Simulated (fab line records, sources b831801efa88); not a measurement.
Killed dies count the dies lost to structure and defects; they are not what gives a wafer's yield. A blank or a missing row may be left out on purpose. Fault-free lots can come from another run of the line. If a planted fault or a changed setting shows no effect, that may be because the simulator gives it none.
fab line records | flow sfqLine | part 1 of 2: steps 1 to 21 of 32
[record] lots = 5 | wafers = 15 | lastDay = 85
route steps=325 shown I1@81 M2@88 I2@103
lots with no fault: from the same line, run without faults
startH: start of the lot's first displayed wafer, in hours after the record's first day | waitH: hours from the lot's prior step to this one | " repeats the value in the row above | L1.1+2: a row that stands for several wafers | - no value, or no start given | * or withheld: withheld | < > ~ a bound
route shown NAME@n: NAME is a module with steps in the file, n the number in the route of the first one | usual: mean/standard deviation of fault-free wafers | same: alike in all rows | chamber/n: place in a boat | sites: per-site readings | _std_site: how widely they spread, as a standard deviation | _edge_site: inner sites' mean taken away from outer sites' mean | radiusMm: how far each site lies from the wafer's centre | mask NAME#n: copy n | behind: the last tool/chamber to shape the wafer | hold: why the lot was held/for how many hours/how that ended | device: names the non-switching transistor (n, p or np) | end of line: tests run on the same wafers once the route is complete | a step with no rows: only its recipe | killed: the dies lost at the first sort to structure and to defects; this is not the yield of the wafer | map: a wafer's dies, x killed, . not, _ none there
set.NAME: the setting that was run; set.NAME@STEP: the one run at that earlier step | model.NAME: the simulator's own value behind a step, which no gauge read
lots at some steps of the route; a table a step, a row a wafer
services: when a tool's chamber went out of use (startH, in hours from the record's first day, below 0 if earlier), for how many hours, and the reason
[[steps]]
[step SFQ_TRILAYER_I1_VIA_LITHO_PEB_052]
[recipe] pebTempC = 115 | pebTimeS = 60 | resist = KrF
[usual] exhaustPa = 45.0/0.93
lot.wafer | tool          | chamber | startH | waitH | exhaustPa
L074.1    | lithoTrack-01 | 0       | 585.63 | 1.0   | 46.5
L074.3    | "             | 0       | "      | "     | 45.0
L074.6    | "             | 0       | "      | "     | 45.3
L082.2    | lithoTrack-04 | 0       | 765.68 | 0.8   | 46.2
L082.4    | "             | 0       | "      | "     | 45.1
L082.6    | "             | 0       | "      | "     | 46.4
L087.2    | lithoTrack-01 | 0       | 826.85 | 0.8   | 43.2
L087.5    | "             | 0       | "      | "     | 44.8
L087.6    | "             | 0       | "      | "     | 43.7
L092.3    | lithoTrack-01 | 0       | 885.00 | 0.7   | 45.4
L092.4    | "             | 0       | "      | "     | 42.5
L092.6    | "             | 0       | "      | "     | 43.5
L095.4    | lithoTrack-04 | 0       | 905.38 | 0.5   | 45.3
L095.5    | "             | 0       | "      | "     | 44.7
L095.6    | "             | 0       | "      | "     | 44.4
[step SFQ_TRILAYER_I1_VIA_LITHO_DEVELOP_051]
[recipe] timeS = 60 | resist = KrF
[usual] exhaustPa = 45.0/0.91
lot.wafer | tool          | chamber | startH | waitH | exhaustPa
L074.1    | lithoTrack-01 | 0       | 585.78 | 0.1   | 44.2
L074.3    | "             | 0       | "      | "     | 45.3
L074.6    | "             | 0       | "      | "     | 43.4
L082.2    | lithoTrack-04 | 0       | 765.83 | 0.1   | 44.8
L082.4    | "             | 0       | "      | "     | 45.9
L082.6    | "             | 0       | "      | "     | 46.9
L087.2    | lithoTrack-01 | 0       | 827.00 | 0.1   | 46.8
L087.5    | "             | 0       | "      | "     | 45.2
L087.6    | "             | 0       | "      | "     | 45.1
L092.3    | lithoTrack-01 | 0       | 885.15 | 0.1   | 42.9
L092.4    | "             | 0       | "      | "     | 44.1
L092.6    | "             | 0       | "      | "     | 44.0
L095.4    | lithoTrack-04 | 0       | 905.53 | 0.1   | 45.0
L095.5    | "             | 0       | "      | "     | 44.0
L095.6    | "             | 0       | "      | "     | 45.9
[step SFQ_I1_OVL_MEAS_913]
[usual] I1_OVL = -1/4.5
lot.wafer | tool       | chamber | startH | waitH | I1_OVL[nm]
L074.1    | overlay-02 | -       | 585.93 | 0.1   | 6
L074.3    | "          | -       | "      | "     | 4
L074.6    | "          | -       | "      | "     | 5
L082.2    | overlay-02 | -       | 765.96 | 0.1   | -4
L082.4    | "          | -       | "      | "     | -4
L082.6    | "          | -       | "      | "     | 3
L087.2    | overlay-01 | -       | 827.13 | 0.1   | 5
L087.5    | "          | -       | "      | "     | 6
L087.6    | "          | -       | "      | "     | 7
L092.3    | overlay-01 | -       | 885.26 | 0.1   | -2
L092.4    | "          | -       | "      | "     | 4
L092.6    | "          | -       | "      | "     | -3
L095.4    | overlay-02 | -       | 905.62 | 0.1   | -7
L095.5    | "          | -       | "      | "     | 0
L095.6    | "          | -       | "      | "     | -3
[step SFQ_TRILAYER_I1_VIA_BARC_OPEN_VIA_ETCH_071]
[recipe] maskMaterial = PR | chemistry = O2 | targetDepthNm = 125 | target = BARC | sourceW = 500 | biasW = 80 | pressureMtorr = 30 | timeS = 41.7
[usual] chamberPressureMTorr = 29.999/0.029 | drypumpMotorCurrentA = 6.1/0.37 | oesProductAu = 0.685/0.0049
lot.wafer | tool       | chamber | startH | waitH | chamberPressureMTorr | drypumpMotorCurrentA | oesProductAu | rfHoursCounterH
L074.1    | rieDiel-04 | 1       | 585.96 | 0.0   | 30.016               | 6.1                  | 0.687        | 50
L074.3    | "          | 3       | "      | "     | 30.024               | 5.8                  | 0.683        | 49
L074.6    | "          | 3       | "      | "     | 30.011               | 5.8                  | 0.691        | -
L082.2    | rieDiel-04 | 3       | 765.99 | 0.0   | 30.045               | 5.8                  | 0.691        | 53
L082.4    | "          | 2       | "      | "     | 29.967               | 6.2                  | 0.688        | 3
L082.6    | "          | 1       | "      | "     | 30.017               | 6.1                  | 0.682        | -
L087.2    | rieDiel-03 | 0       | 827.16 | 0.0   | 30.009               | 6.7                  | 0.686        | 8
L087.5    | "          | 1       | "      | "     | 30.018               | 6.2                  | 0.690        | -
L087.6    | "          | 0       | "      | "     | 30.003               | 6.7                  | 0.686        | -
L092.3    | rieDiel-04 | 0       | 885.29 | 0.0   | 30.013               | 5.8                  | 0.700        | 10
L092.4    | "          | 3       | "      | "     | 30.013               | 5.8                  | 0.679        | 1
L092.6    | "          | 3       | "      | "     | 29.963               | 5.8                  | 0.683        | -
L095.4    | rieDiel-03 | 1       | 905.64 | 0.0   | 29.993               | 6.2                  | 0.692        | 12
L095.5    | "          | 3       | "      | "     | 30.008               | 6.2                  | 0.697        | -
L095.6    | "          | 2       | "      | "     | 29.988               | 6.3                  | 0.683        | -
[step SFQ_TRILAYER_I1_VIA_ETCH_VIA_ETCH_052]
[recipe] target = SiO2 | stopOn = Nb | maskMaterial = PR | taperDeg = 20 | chemistry = CHF3 | targetDepthNm = 260 | sourceW = 500 | biasW = 80 | pressureMtorr = 30 | timeS = withheld
[usual] chamberPressureMTorr = 30.002/0.027 | drypumpMotorCurrentA = 6.1/0.38 | oesProductAu = 0.854/0.005
lot.wafer | tool       | chamber | startH | waitH | chamberPressureMTorr | drypumpMotorCurrentA | oesProductAu
L074.1    | rieDiel-04 | 1       | 586.00 | 0.0   | 30.035               | 6.1                  | 0.853
L074.3    | "          | 3       | "      | "     | 29.997               | 5.8                  | 0.849
L074.6    | "          | 3       | "      | "     | 29.997               | 5.8                  | 0.853
L082.2    | rieDiel-04 | 3       | 766.03 | 0.0   | 30.010               | 5.8                  | 0.855
L082.4    | "          | 2       | "      | "     | 29.968               | 6.2                  | 0.856
L082.6    | "          | 1       | "      | "     | 30.040               | 6.1                  | 0.858
L087.2    | rieDiel-03 | 0       | 827.20 | 0.0   | 29.945               | 6.8                  | 0.861
L087.5    | "          | 1       | "      | "     | 30.003               | 6.1                  | 0.849
L087.6    | "          | 0       | "      | "     | 30.055               | 6.7                  | 0.859
L092.3    | rieDiel-04 | 0       | 885.33 | 0.0   | 30.010               | 5.8                  | 0.850
L092.4    | "          | 3       | "      | "     | 30.031               | 5.8                  | 0.852
L092.6    | "          | 3       | "      | "     | 30.014               | 5.8                  | 0.845
L095.4    | rieDiel-03 | 1       | 905.68 | 0.0   | 30.013               | 6.1                  | 0.860
L095.5    | "          | 3       | "      | "     | 30.014               | 6.2                  | 0.858
L095.6    | "          | 2       | "      | "     | 30.035               | 6.3                  | 0.851
[step SFQ_TRILAYER_I1_VIA_STRIP_STRIP_053]
[recipe] gas = O2 | powerW = 200 | platenTempC = 40 | overashFraction = 0.65 | chemistry = O2 | pressureMtorr = 50
[usual] chamberPressureMTorr = 50.00/0.048 | drypumpMotorCurrentA = 5.73/0.25 | heBacksideLeakSccm = 3.3/0.33 | oesProductAu = 0.998/0.0079
[same] overashFraction = 0.65
lot.wafer | tool        | chamber | startH | waitH | chamberPressureMTorr | drypumpMotorCurrentA | heBacksideLeakSccm | oesProductAu | rfHoursCounterH
L074.1    | rieMetal-03 | 0       | 586.12 | -     | 50.02                | 5.61                 | 3.3                | 0.995        | 50
L074.3    | "           | 0       | "      | "     | 49.98                | 5.59                 | 3.3                | 0.998        | -
L074.6    | "           | 1       | "      | "     | 50.05                | 6.10                 | 3.4                | 1.012        | -
L082.2    | rieMetal-04 | 1       | 766.15 | -     | 49.95                | 5.38                 | 3.4                | 0.990        | 36
L082.4    | "           | 0       | "      | "     | 49.96                | 5.87                 | 3.2                | 1.002        | -
L082.6    | "           | 0       | "      | "     | 50.00                | 5.86                 | 2.9                | 0.989        | -
L087.2    | rieMetal-01 | 0       | 827.31 | -     | 50.00                | 5.67                 | 3.2                | 1.004        | 46
L087.5    | "           | 0       | "      | "     | 49.94                | 5.68                 | 3.4                | 0.996        | -
L087.6    | "           | 1       | "      | "     | 50.06                | 5.96                 | 3.2                | 1.002        | -
L092.3    | rieMetal-03 | 1       | 885.64 | -     | 49.92                | 6.09                 | 3.2                | 1.005        | -
L092.4    | "           | 0       | "      | "     | 50.06                | 5.58                 | 3.4                | 1.001        | -
L092.6    | "           | 1       | "      | "     | 49.91                | 6.05                 | 3.5                | 0.995        | -
L095.4    | rieMetal-03 | 0       | 905.99 | -     | 50.10                | 5.54                 | 3.4                | 0.997        | -
L095.5    | "           | 0       | "      | "     | 49.92                | 5.57                 | 3.2                | 0.991        | -
L095.6    | "           | 1       | "      | "     | 50.03                | 6.12                 | 3.2                | 0.994        | -
[step SFQ_TRILAYER_I1_VIA_STRIP_SOLV_CLEAN_054]
[recipe] chemistry = NMP | tempC = 70 | timeS = 600
lot.wafer  | tool        | chamber | startH | waitH
L074.1+3+6 | wetBench-03 | 4,5,6   | 586.72 | 0.4
L082.2+4+6 | wetBench-04 | 2,1,3   | 766.75 | 0.4
L087.2+5+6 | wetBench-03 | 4,1,0   | 827.91 | 0.4
L092.3+4+6 | wetBench-04 | 6,0,7   | 886.04 | 0.2
L095.4+5+6 | wetBench-03 | 4,2,0   | 906.39 | 0.2
[step SFQ_TRILAYER_M2_DEP_PRE_CLEAN_056]
[recipe] gas = Ar | timeS = 22.5 | biasV = 250
[usual] biasV = 249.9/2.4
lot.wafer | tool          | chamber | startH | waitH | biasV
L074.1    | pvdSputter-06 | -       | 586.89 | 0.0   | 249.0
L074.3    | "             | -       | "      | "     | 253.9
L074.6    | "             | -       | "      | "     | 252.4
L082.2    | pvdSputter-06 | -       | 766.92 | 0.0   | 252.0
L082.4    | "             | -       | "      | "     | 250.2
L082.6    | "             | -       | "      | "     | 252.4
L087.2    | pvdSputter-04 | -       | 828.09 | 0.0   | 248.7
L087.5    | "             | -       | "      | "     | 250.4
L087.6    | "             | -       | "      | "     | 248.8
L092.3    | pvdSputter-06 | -       | 886.21 | 0.0   | 246.2
L092.4    | "             | -       | "      | "     | 253.1
L092.6    | "             | -       | "      | "     | 247.4
L095.4    | pvdSputter-04 | -       | 906.57 | 0.0   | 252.5
L095.5    | "             | -       | "      | "     | 250.0
L095.6    | "             | -       | "      | "     | 250.0
[step SFQ_TRILAYER_M2_DEP_SPUTTER_055]
[recipe] material = Nb | basePressurePa = 1.33e-06 | chamberPressurePa = 0.1333 | substrateTempC = 20 | resputterCathodeVoltageV = 400 | targetThkNm = 200 | powerW = 2000 | timeS = 133.3
[usual] substrateTempC = 20.01/0.11 | throttleValvePct = 29.9/0.74
lot.wafer | tool          | chamber | startH | waitH | substrateTempC | throttleValvePct
L074.1    | pvdSputter-06 | -       | 586.92 | 0.0   | 20.08          | 29.6
L074.3    | "             | -       | "      | "     | 20.14          | 29.6
L074.6    | "             | -       | "      | "     | 20.00          | 29.8
L082.2    | pvdSputter-06 | -       | 766.95 | 0.0   | 19.92          | 29.3
L082.4    | "             | -       | "      | "     | 19.87          | 29.7
L082.6    | "             | -       | "      | "     | 20.18          | 29.5
L087.2    | pvdSputter-04 | -       | 828.12 | 0.0   | 20.09          | 28.7
L087.5    | "             | -       | "      | "     | 19.97          | 30.6
L087.6    | "             | -       | "      | "     | 20.11          | 28.8
L092.3    | pvdSputter-06 | -       | 886.24 | 0.0   | 20.04          | 28.9
L092.4    | "             | -       | "      | "     | 20.04          | 29.8
L092.6    | "             | -       | "      | "     | 19.93          | 29.4
L095.4    | pvdSputter-04 | -       | 906.60 | 0.0   | 19.94          | 30.4
L095.5    | "             | -       | "      | "     | 20.10          | 30.3
L095.6    | "             | -       | "      | "     | 19.92          | 30.7
[step SFQ_M2_RS_MEAS_914]
[recipe] thkMeasGauge = four-point-probe | reads = Nb_of_TRILAYER_M2_DEP_SPUTTER_055
[usual] M2_NB_RS = 0.889/0.0098
lot.wafer | tool         | chamber | startH | waitH | M2_NB_RS[ohm/sq]
L074.1    | filmMetro-04 | -       | 587.01 | 0.0   | 0.885
L074.3    | "            | -       | "      | "     | 0.891
L074.6    | "            | -       | "      | "     | 0.890
L082.2    | filmMetro-02 | -       | 767.06 | 0.1   | 0.867
L082.4    | "            | -       | "      | "     | 0.876
L082.6    | "            | -       | "      | "     | 0.877
L087.2    | filmMetro-03 | -       | 828.23 | 0.1   | 0.896
L087.5    | "            | -       | "      | "     | 0.902
L087.6    | "            | -       | "      | "     | 0.897
L092.3    | filmMetro-02 | -       | 886.37 | 0.1   | 0.892
L092.4    | "            | -       | "      | "     | 0.897
L092.6    | "            | -       | "      | "     | 0.899
L095.4    | filmMetro-02 | -       | 906.76 | 0.1   | 0.885
L095.5    | "            | -       | "      | "     | 0.872
L095.6    | "            | -       | "      | "     | 0.891
[step SFQ_TRILAYER_M2_LITHO_COAT_062]
[recipe] resist = BARC | spinRpm = 3000 | resistThkNm = 62
[usual] exhaustPa = 44.9/0.81
lot.wafer | tool          | chamber | startH | waitH | exhaustPa
L074.1    | lithoTrack-01 | 0       | 587.19 | 0.1   | 44.9
L074.3    | "             | 0       | "      | "     | 44.2
L074.6    | "             | 0       | "      | "     | 45.3
L082.2    | lithoTrack-01 | 0       | 767.27 | 0.1   | 43.8
L082.4    | "             | 0       | "      | "     | 45.0
L082.6    | "             | 0       | "      | "     | 46.1
L087.2    | lithoTrack-01 | 0       | 828.44 | 0.1   | 44.5
L087.5    | "             | 0       | "      | "     | 44.7
L087.6    | "             | 0       | "      | "     | 44.5
L092.3    | lithoTrack-01 | 0       | 886.61 | 0.1   | 44.4
L092.4    | "             | 0       | "      | "     | 43.8
L092.6    | "             | 0       | "      | "     | 44.9
L095.4    | lithoTrack-04 | 0       | 907.03 | 0.2   | 46.1
L095.5    | "             | 0       | "      | "     | 45.5
L095.6    | "             | 0       | "      | "     | 45.3
[step SFQ_TRILAYER_M2_LITHO_COAT_057]
[recipe] resist = KrF | spinRpm = 3000 | resistThkNm = 600
[usual] exhaustPa = 45.1/0.87
lot.wafer | tool          | chamber | startH | waitH | exhaustPa
L074.1    | lithoTrack-01 | 0       | 587.49 | 0.2   | 45.2
L074.3    | "             | 0       | "      | "     | 45.8
L074.6    | "             | 0       | "      | "     | 45.3
L082.2    | lithoTrack-01 | 0       | 767.57 | 0.2   | 46.4
L082.4    | "             | 0       | "      | "     | 45.5
L082.6    | "             | 0       | "      | "     | 45.5
L087.2    | lithoTrack-01 | 0       | 828.74 | 0.2   | 44.6
L087.5    | "             | 0       | "      | "     | 44.4
L087.6    | "             | 0       | "      | "     | 44.3
L092.3    | lithoTrack-01 | 0       | 886.91 | 0.2   | 44.2
L092.4    | "             | 0       | "      | "     | 44.0
L092.6    | "             | 0       | "      | "     | 43.7
L095.4    | lithoTrack-04 | 0       | 907.33 | 0.2   | 44.4
L095.5    | "             | 0       | "      | "     | 44.3
L095.6    | "             | 0       | "      | "     | 45.1
[step SFQ_TRILAYER_M2_LITHO_SOFTBAKE_061]
[recipe] tempC = withheld | timeS = withheld | resist = KrF
[usual] exhaustPa = 44.8/0.83
lot.wafer | tool          | chamber | startH | waitH | exhaustPa
L074.1    | lithoTrack-01 | 0       | 587.79 | 0.2   | 44.5
L074.3    | "             | 0       | "      | "     | 44.6
L074.6    | "             | 0       | "      | "     | 44.9
L082.2    | lithoTrack-01 | 0       | 767.85 | 0.2   | 44.4
L082.4    | "             | 0       | "      | "     | 43.6
L082.6    | "             | 0       | "      | "     | 44.4
L087.2    | lithoTrack-01 | 0       | 829.01 | 0.2   | 45.8
L087.5    | "             | 0       | "      | "     | 44.4
L087.6    | "             | 0       | "      | "     | 46.5
L092.3    | lithoTrack-01 | 0       | 887.16 | 0.2   | 45.7
L092.4    | "             | 0       | "      | "     | 45.2
L092.6    | "             | 0       | "      | "     | 43.9
L095.4    | lithoTrack-04 | 0       | 907.56 | 0.2   | 44.4
L095.5    | "             | 0       | "      | "     | 45.3
L095.6    | "             | 0       | "      | "     | 45.5
[step SFQ_TRILAYER_M2_LITHO_EXPOSE_058]
[recipe] maskId = M2 | na = 0.6 | sourceShape = conventional | sigmaOuter = 0.65 | targetCdNm = 500 | doseMj = 14.4
[usual] reticleTempC = 23.01/0.1
lot.wafer | tool          | chamber | startH  | waitH | mask | reticleTempC
L074.1    | krfScanner-01 | 0       | 665.76  | -     | M2#0 | 22.96
L074.3    | "             | 0       | "       | "     | M2#0 | 22.91
L074.6    | "             | 0       | "       | "     | M2#0 | 22.95
L082.2    | krfScanner-01 | 0       | 768.17  | -     | M2#0 | 23.10
L082.4    | "             | 0       | "       | "     | M2#0 | 23.02
L082.6    | "             | 0       | "       | "     | M2#0 | 22.99
L087.2    | krfScanner-02 | 0       | 947.50  | -     | M2#0 | 23.03
L087.5    | "             | 0       | "       | "     | M2#0 | 22.95
L087.6    | "             | 0       | "       | "     | M2#0 | 22.97
L092.3    | krfScanner-02 | 0       | 1008.05 | -     | M2#0 | 23.08
L092.4    | "             | 0       | "       | "     | M2#0 | 22.98
L092.6    | "             | 0       | "       | "     | M2#0 | 23.08
L095.4    | krfScanner-01 | 0       | 1036.36 | -     | M2#0 | 22.97
L095.5    | "             | 0       | "       | "     | M2#0 | 22.94
L095.6    | "             | 0       | "       | "     | M2#0 | 22.77
[step SFQ_TRILAYER_M2_LITHO_PEB_060]
[recipe] pebTempC = 115 | pebTimeS = 60 | resist = KrF
[usual] exhaustPa = 44.8/0.88
lot.wafer | tool          | chamber | startH  | waitH | exhaustPa
L074.1    | lithoTrack-01 | 0       | 666.96  | 1.0   | 44.5
L074.3    | "             | 0       | "       | "     | 44.4
L074.6    | "             | 0       | "       | "     | 44.0
L082.2    | lithoTrack-02 | 0       | 769.20  | 0.8   | 45.0
L082.4    | "             | 0       | "       | "     | 45.3
L082.6    | "             | 0       | "       | "     | 46.6
L087.2    | lithoTrack-02 | 0       | 948.53  | 0.8   | 45.5
L087.5    | "             | 0       | "       | "     | 45.1
L087.6    | "             | 0       | "       | "     | 44.2
L092.3    | lithoTrack-01 | 0       | 1008.90 | 0.7   | 44.8
L092.4    | "             | 0       | "       | "     | 44.4
L092.6    | "             | 0       | "       | "     | 44.6
L095.4    | lithoTrack-02 | 0       | 1037.03 | 0.5   | 45.5
L095.5    | "             | 0       | "       | "     | 44.3
L095.6    | "             | 0       | "       | "     | 43.5
[step SFQ_TRILAYER_M2_LITHO_DEVELOP_059]
[recipe] timeS = 60 | resist = KrF
[usual] exhaustPa = 45.1/0.94
lot.wafer | tool          | chamber | startH  | waitH | exhaustPa
L074.1    | lithoTrack-01 | 0       | 667.11  | 0.1   | 45.5
L074.3    | "             | 0       | "       | "     | 46.5
L074.6    | "             | 0       | "       | "     | 46.3
L082.2    | lithoTrack-02 | 0       | 769.35  | 0.1   | 44.8
L082.4    | "             | 0       | "       | "     | 45.2
L082.6    | "             | 0       | "       | "     | 46.3
L087.2    | lithoTrack-02 | 0       | 948.68  | 0.1   | 45.5
L087.5    | "             | 0       | "       | "     | 45.0
L087.6    | "             | 0       | "       | "     | 45.4
L092.3    | lithoTrack-01 | 0       | 1009.05 | 0.1   | 45.6
L092.4    | "             | 0       | "       | "     | 45.1
L092.6    | "             | 0       | "       | "     | 47.2
L095.4    | lithoTrack-02 | 0       | 1037.18 | 0.1   | 45.7
L095.5    | "             | 0       | "       | "     | 44.7
L095.6    | "             | 0       | "       | "     | 43.3
[step SFQ_M2_OVL_MEAS_916]
[usual] M2_OVL = -2/5.8
lot.wafer | tool       | chamber | startH  | waitH | M2_OVL[nm]
L074.1    | overlay-01 | -       | 667.26  | 0.1   | 3
L074.3    | "          | -       | "       | "     | 0
L074.6    | "          | -       | "       | "     | 5
L082.2    | overlay-01 | -       | 769.48  | 0.1   | -7
L082.4    | "          | -       | "       | "     | -7
L082.6    | "          | -       | "       | "     | -13
L087.2    | overlay-02 | -       | 948.81  | 0.1   | -8
L087.5    | "          | -       | "       | "     | -4
L087.6    | "          | -       | "       | "     | -1
L092.3    | overlay-02 | -       | 1009.16 | 0.1   | -8
L092.4    | "          | -       | "       | "     | -3
L092.6    | "          | -       | "       | "     | 0
L095.4    | overlay-02 | -       | 1037.28 | 0.1   | 4
L095.5    | "          | -       | "       | "     | -4
L095.6    | "          | -       | "       | "     | 3
[step SFQ_TRILAYER_M2_BARC_OPEN_METAL_ETCH_077]
[recipe] maskMaterial = PR | chemistry = O2 | targetDepthNm = 125 | target = BARC | icpW = 600 | biasW = 80 | pressureMtorr = 10 | timeS = 41.7
[usual] chamberPressureMTorr = 10.000/0.0092 | drypumpMotorCurrentA = 5.90/0.29 | heBacksideLeakSccm = 3.4/0.3 | oesProductAu = 0.685/0.0053
lot.wafer | tool        | chamber | startH  | waitH | chamberPressureMTorr | drypumpMotorCurrentA | heBacksideLeakSccm | oesProductAu | rfHoursCounterH
L074.1    | rieMetal-01 | 0       | 667.29  | 0.0   | 9.995                | 5.65                 | 3.1                | 0.677        | 17
L074.3    | "           | 0       | "       | "     | 10.004               | 5.63                 | 3.2                | 0.679        | -
L074.6    | "           | 0       | "       | "     | 10.009               | 5.64                 | 2.9                | 0.688        | -
L082.2    | rieMetal-03 | 0       | 769.51  | 0.0   | 9.983                | 5.56                 | 3.3                | 0.690        | 79
L082.4    | "           | 1       | "       | "     | 9.996                | 6.12                 | 3.2                | 0.682        | -
L082.6    | "           | 0       | "       | "     | 10.000               | 5.61                 | 3.1                | 0.687        | -
L087.2    | rieMetal-01 | 1       | 948.87  | 0.1   | 10.009               | 5.95                 | 3.1                | 0.692        | -
L087.5    | "           | 1       | "       | "     | 10.005               | 5.98                 | 3.3                | 0.676        | -
L087.6    | "           | 1       | "       | "     | 9.993                | 5.98                 | 3.3                | 0.685        | -
L092.3    | rieMetal-03 | 1       | 1009.24 | 0.1   | 10.021               | 6.12                 | 3.4                | 0.685        | -
L092.4    | "           | 1       | "       | "     | 9.987                | 6.10                 | 3.5                | 0.691        | -
L092.6    | "           | 1       | "       | "     | 9.998                | 6.10                 | 5.8                | 0.684        | -
L095.4    | rieMetal-02 | 1       | 1037.32 | 0.0   | 10.006               | 6.52                 | 3.8                | 0.687        | -
L095.5    | "           | 1       | "       | "     | 10.015               | 6.50                 | 3.8                | 0.680        | -
L095.6    | "           | 0       | "       | "     | 10.011               | 5.61                 | 3.4                | 0.689        | -
[step SFQ_TRILAYER_M2_ETCH_METAL_ETCH_060]
[recipe] target = Nb | stopOn = SiO2 | maskMaterial = PR | chemistry = Cl2/Ar | targetDepthNm = 240 | icpW = 600 | biasW = 80 | pressureMtorr = 10 | timeS = 120
[usual] chamberPressureMTorr = 10.000/0.0096 | drypumpMotorCurrentA = 5.90/0.29 | heBacksideLeakSccm = 3.4/0.31 | oesProductAu = 0.895/0.0077
lot.wafer | tool        | chamber | startH  | waitH | chamberPressureMTorr | drypumpMotorCurrentA | heBacksideLeakSccm | oesProductAu | rfHoursCounterH
L074.1    | rieMetal-01 | 0       | 667.35  | 0.0   | 10.017               | 5.67                 | 3.1                | 0.899        | 17
L074.3    | "           | 0       | "       | "     | 9.985                | 5.69                 | 3.2                | 0.898        | -
L074.6    | "           | 0       | "       | "     | 9.998                | 5.65                 | 3.1                | 0.895        | -
L082.2    | rieMetal-03 | 0       | 769.57  | 0.0   | 10.000               | 5.58                 | 3.4                | 0.915        | 79
L082.4    | "           | 1       | "       | "     | 10.004               | 6.07                 | 3.4                | 0.909        | -
L082.6    | "           | 0       | "       | "     | 10.004               | 5.56                 | 3.3                | 0.908        | -
L087.2    | rieMetal-01 | 1       | 949.05  | 0.2   | 9.990                | 5.98                 | 3.6                | 0.896        | -
L087.5    | "           | 1       | "       | "     | 10.000               | 5.98                 | 3.5                | 0.889        | -
L087.6    | "           | 1       | "       | "     | 10.000               | 5.97                 | 3.3                | 0.900        | -
L092.3    | rieMetal-03 | 1       | 1009.46 | 0.2   | 9.992                | 6.10                 | 3.4                | 0.895        | -
L092.4    | "           | 1       | "       | "     | 10.000               | 6.17                 | 3.2                | 0.891        | -
L092.6    | "           | 1       | "       | "     | 9.997                | 6.11                 | 3.4                | 0.892        | -
L095.4    | rieMetal-02 | 1       | 1037.40 | 0.1   | 10.014               | 6.50                 | 3.6                | 0.896        | -
L095.5    | "           | 1       | "       | "     | 10.003               | 6.51                 | 3.7                | 0.906        | -
L095.6    | "           | 0       | "       | "     | 10.001               | 5.59                 | 3.4                | 0.891        | -
[step SFQ_TRILAYER_M2_STRIP_STRIP_061]
[recipe] gas = O2 | powerW = 200 | platenTempC = 40 | overashFraction = 0.65 | chemistry = O2 | pressureMtorr = 50
[usual] chamberPressureMTorr = 50.00/0.047 | drypumpMotorCurrentA = 5.90/0.29 | heBacksideLeakSccm = 3.4/0.33 | oesProductAu = 1.001/0.0068
[same] overashFraction = 0.65
lot.wafer | tool        | chamber | startH  | waitH | chamberPressureMTorr | drypumpMotorCurrentA | heBacksideLeakSccm | oesProductAu | rfHoursCounterH
L074.1    | rieMetal-01 | 0       | 667.48  | 0.1   | 50.02                | 5.70                 | 3.2                | 0.999        | 17
L074.3    | "           | 0       | "       | "     | 50.00                | 5.65                 | 3.3                | 0.998        | -
L074.6    | "           | 0       | "       | "     | 50.04                | 5.69                 | 3.3                | 0.999        | -
L082.2    | rieMetal-03 | 0       | 769.69  | 0.1   | 49.98                | 5.55                 | 3.5                | 1.006        | 79
L082.4    | "           | 1       | "       | "     | 49.97                | 6.13                 | 3.2                | 1.002        | -
L082.6    | "           | 0       | "       | "     | 50.05                | 5.55                 | 3.5                | 1.003        | -
L087.2    | rieMetal-01 | 1       | 949.60  | 0.5   | 49.93                | 5.97                 | 3.3                | 1.006        | -
L087.5    | "           | 1       | "       | "     | 50.01                | 5.98                 | 3.4                | 1.008        | -
L087.6    | "           | 1       | "       | "     | 50.02                | 5.95                 | 3.5                | 0.995        | -
L092.3    | rieMetal-03 | 1       | 1010.21 | 0.7   | 49.95                | 6.04                 | 3.4                | 0.989        | -
L092.4    | "           | 1       | "       | "     | 50.03                | 6.09                 | 3.3                | 1.000        | -
L092.6    | "           | 1       | "       | "     | 50.07                | 6.04                 | 3.4                | 0.991        | -
L095.4    | rieMetal-02 | 1       | 1037.68 | 0.2   | 49.96                | 6.53                 | 3.6                | 1.009        | -
L095.5    | "           | 1       | "       | "     | 50.06                | 6.51                 | 3.6                | 1.004        | -
L095.6    | "           | 0       | "       | "     | 50.01                | 5.60                 | 3.2                | 1.001        | -
[step SFQ_TRILAYER_M2_STRIP_SOLV_CLEAN_062]
[recipe] chemistry = NMP | tempC = 70 | timeS = 600
lot.wafer  | tool        | chamber | startH  | waitH
L074.1+3+6 | wetBench-02 | 3,0,2   | 668.08  | 0.4
L082.2+4+6 | wetBench-02 | 2,7,1   | 770.29  | 0.4
L087.2+5+6 | wetBench-01 | 5,6,0   | 950.93  | 1.1
L092.3+4+6 | wetBench-01 | 4,1,5   | 1011.28 | 0.8
L095.4+5+6 | wetBench-02 | 4,7,6   | 1038.08 | 0.2
